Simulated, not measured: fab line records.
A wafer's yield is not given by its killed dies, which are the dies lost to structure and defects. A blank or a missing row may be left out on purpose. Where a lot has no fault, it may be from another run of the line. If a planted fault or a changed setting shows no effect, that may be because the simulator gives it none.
Which tool was responsible?	flow gf180mcu	at 1 step of a route of 602, 6 lots with 18 wafers sampled

## WHAT EACH GAUGE READ, for each wafer
GF_LVPWELL_OVL_MEAS_07.
lot	measured	on	LVPWELL_OVL (nm)
L820	day 4 17:42	overlay-01	-0.4 -0.4 -0.2
L823	day 5 13:22	overlay-02	-2.5 -0.5 -0.7
L826	day 6 04:48	overlay-02	-0.8 -2.0 -0.4
L833	day 7 21:21	overlay-01	0.6 2.1 0.5
L835	day 8 07:22	overlay-01	1.6 0.9 1.0
L838	day 9 00:01	overlay-01	1.2 1.4 1.0

## WHAT TOOL EACH LOT RAN ON (gives the tool, then ch and the chambers of the sampled wafers, and finally the start)
The record shows no process step preceding these readings.

## THE ANSWER, worked out from the rows above alone
Rule: usual is defined by the lots themselves. Put in order of their means at a reading, lots are off if they are a third of the lots or fewer, leave a main group of 4 or more, and stand apart from it by a gap of 3 or more times the standard deviation of the main group's means; of several such gaps the widest counts. Not used: any main group whose means are identical at the precision the tables above print for the reading. Also off: a lot with no number at a reading for which 4 or more lots have one. All remaining lots with rows at the step are treated as sound.
Nothing can be told from this: no lot is off at any reading shown.

## WHAT THE SIMULATOR HAD INSERTED
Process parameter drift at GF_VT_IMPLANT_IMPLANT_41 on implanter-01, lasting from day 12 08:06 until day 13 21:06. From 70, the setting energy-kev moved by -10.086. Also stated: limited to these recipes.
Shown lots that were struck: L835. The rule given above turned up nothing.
